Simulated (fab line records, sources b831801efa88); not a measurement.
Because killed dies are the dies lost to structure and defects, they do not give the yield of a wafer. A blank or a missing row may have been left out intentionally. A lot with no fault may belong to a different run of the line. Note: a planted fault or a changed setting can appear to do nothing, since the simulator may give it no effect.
Which tool did it?    flow gf180mcu    Sampling: 14 lots, 42 wafers, 4 of 602 route steps

== WHAT THE GAUGES READ, wafer by wafer ==
GF_STI_THK_MEAS_02. Usual: STI_OXIDATION_THK 9.90 nm, standard deviation 0.18.
lot   measured     on             STI_OXIDATION_THK (nm)  flag
L946  day 1 14:29  film-metro-04  10.00 10.04 10.07       
L947  day 1 19:00  film-metro-04  9.96 9.99 9.90          
L948  day 1 22:55  film-metro-03  10.09 10.17 10.24       
L951  day 2 13:53  film-metro-04  9.71 9.94 9.85          
L952  day 2 22:05  film-metro-03  9.99 10.15 10.11        
L960  day 4 09:31  film-metro-04  9.57 9.79 9.72          
L961  day 4 14:59  film-metro-01  10.04 9.75 9.87         
L962  day 4 19:31  film-metro-04  10.15 10.00 10.00       
L963  day 5 00:32  film-metro-03  9.64 9.64 9.62          
L964  day 5 05:31  film-metro-03  9.88 9.98 9.85          
L965  day 5 10:31  film-metro-04  10.02 10.04 10.02       
L966  day 5 15:32  film-metro-01  9.88 9.81 10.05         
L968  day 6 01:31  film-metro-01  9.62 9.58 9.81          
L969  day 6 06:31  film-metro-01  9.84 9.75 9.75          

GF_VT_IMPLANT_TW_MEAS_10. Usual: VT_IMPLANT_TW 569, standard deviation 5.8.
lot   measured      on             VT_IMPLANT_TW  flag
L946  day 6 02:31   film-metro-04  573 571 570    
L947  day 6 03:19   film-metro-02  566 566 568    
L948  day 6 09:25   film-metro-04  573 572 572    
L951  day 6 22:31   film-metro-04  575 573 570    
L952  day 7 11:08   film-metro-02  561 564 563    
L960  day 9 04:57   film-metro-01  559 556 558    
L961  day 9 11:42   film-metro-01  559 560 560    
L962  day 9 17:21   film-metro-04  571 574 572    
L963  day 10 00:10  film-metro-04  575 573 574    
L964  day 10 03:56  film-metro-04  574 576 576    
L965  day 10 09:54  film-metro-04  576 574 577    
L966  day 10 18:59  film-metro-04  571 579 574    
L968  day 11 05:54  film-metro-04  573 574 572    
L969  day 11 12:06  film-metro-04  570 571 570    

GF_SAB_CD_MEAS_09: target cd 420 nm. Usual: cd-nm 420.1 nm, standard deviation 2.9.
lot   measured      on         cd-nm (nm)         flag
L946  day 15 15:30  cd-sem-02  417.6 416.2 415.9  
L947  day 15 17:42  cd-sem-02  416.6 417.3 418.1  
L948  day 16 05:04  cd-sem-02  422.9 420.3 422.9  
L960  day 20 01:28  cd-sem-02  415.0 414.8 413.8  
L961  day 20 15:19  cd-sem-02  423.3 422.1 424.0  
L962  day 20 22:58  cd-sem-02  419.6 421.1 418.8  
L963  day 21 09:59  cd-sem-01  415.9 413.5 415.2  
L964  day 21 14:18  cd-sem-02  424.9 424.1 424.8  
L965  day 22 03:47  cd-sem-02  420.3 420.4 420.2  
L966  day 22 11:16  cd-sem-02  419.6 419.5 419.6  
L968  day 22 18:40  cd-sem-02  423.6 421.7 421.1  
L969  day 23 05:06  cd-sem-02  420.9 420.0 420.4  

== WHAT TOOL EACH LOT RAN ON (gives the tool, then ch and the chambers of the sampled wafers, and finally the start) ==
lot   GF_HV_LDD_EXPOSE_16
L946  iline-stepper-02 ch 0, day 10 22:14
L947  iline-stepper-02 ch 0, day 10 23:02
L948  iline-stepper-02 ch 0, day 11 11:12
L951  iline-stepper-02, day 11 22:55
L952  iline-stepper-02, day 12 12:37
L960  iline-stepper-01 ch 0, day 14 15:48
L961  iline-stepper-02 ch 0, day 15 04:45
L962  iline-stepper-02 ch 0, day 15 10:48
L963  iline-stepper-01 ch 0, day 15 19:04
L964  iline-stepper-01 ch 0, day 15 23:37
L965  iline-stepper-01 ch 0, day 16 13:44
L966  iline-stepper-02 ch 0, day 16 20:20
L968  iline-stepper-01 ch 0, day 17 03:17
L969  iline-stepper-02 ch 0, day 17 13:59
- GF_HV_LDD_EXPOSE_16: exposes mask Pplus LV AREA, target cd 400 nm.

== WHAT THE TOOLS THEMSELVES READ (means of the sampled wafers that have a number; where no wafer has one, the mark that the record gives instead) ==
GF_HV_LDD_EXPOSE_16. Usual: exposure-dose-mJ-cm2 139.99, standard deviation 0.14; focus-offset-nm 0.0 nm, standard deviation 0.53.
lot   tool              exposure-dose-mJ-cm2  focus-offset-nm (nm)  flag
L946  iline-stepper-02  139.88                0.5                   
L947  iline-stepper-02  139.97                0.4                   
L948  iline-stepper-02  140.14                -0.5                  
L951  iline-stepper-02  -                     -                     OFF
L952  iline-stepper-02  -                     -                     OFF
L960  iline-stepper-01  140.12                -0.2                  
L961  iline-stepper-02  140.06                -0.1                  
L962  iline-stepper-02  140.04                0.3                   
L963  iline-stepper-01  139.98                -0.3                  
L964  iline-stepper-01  139.90                -0.6                  
L965  iline-stepper-01  139.98                0.4                   
L966  iline-stepper-02  140.09                0.6                   
L968  iline-stepper-01  140.02                -1.0                  
L969  iline-stepper-02  139.94                -0.3                  

== THE ANSWER, worked out from the rows above alone ==
Rule: lot off if the mean of its wafers having a number is beyond 3 standard deviations from the usual mean. A lot without any number at a reading at which 4 lots or more have one is off too. Where the step has rows for the other lots, those lots are counted as sound. After the gauges, taken in route order, come the tools' own readings; for these a lot's mean is taken, as printed above. The first step at which some lot is off is used, and at that step the reading that is off furthest; a lot without a number counts as furthest.
Off: L951, L952, at GF_HV_LDD_EXPOSE_16 (exposure-dose-mJ-cm2). Without a number there: L951, L952.
If a tool, at that step or one of the process steps before it, ran each lot that is off and ran no sound lot following the first of them, it fits. None of those tried fits.

== WHAT THE SIMULATOR PUT IN ==
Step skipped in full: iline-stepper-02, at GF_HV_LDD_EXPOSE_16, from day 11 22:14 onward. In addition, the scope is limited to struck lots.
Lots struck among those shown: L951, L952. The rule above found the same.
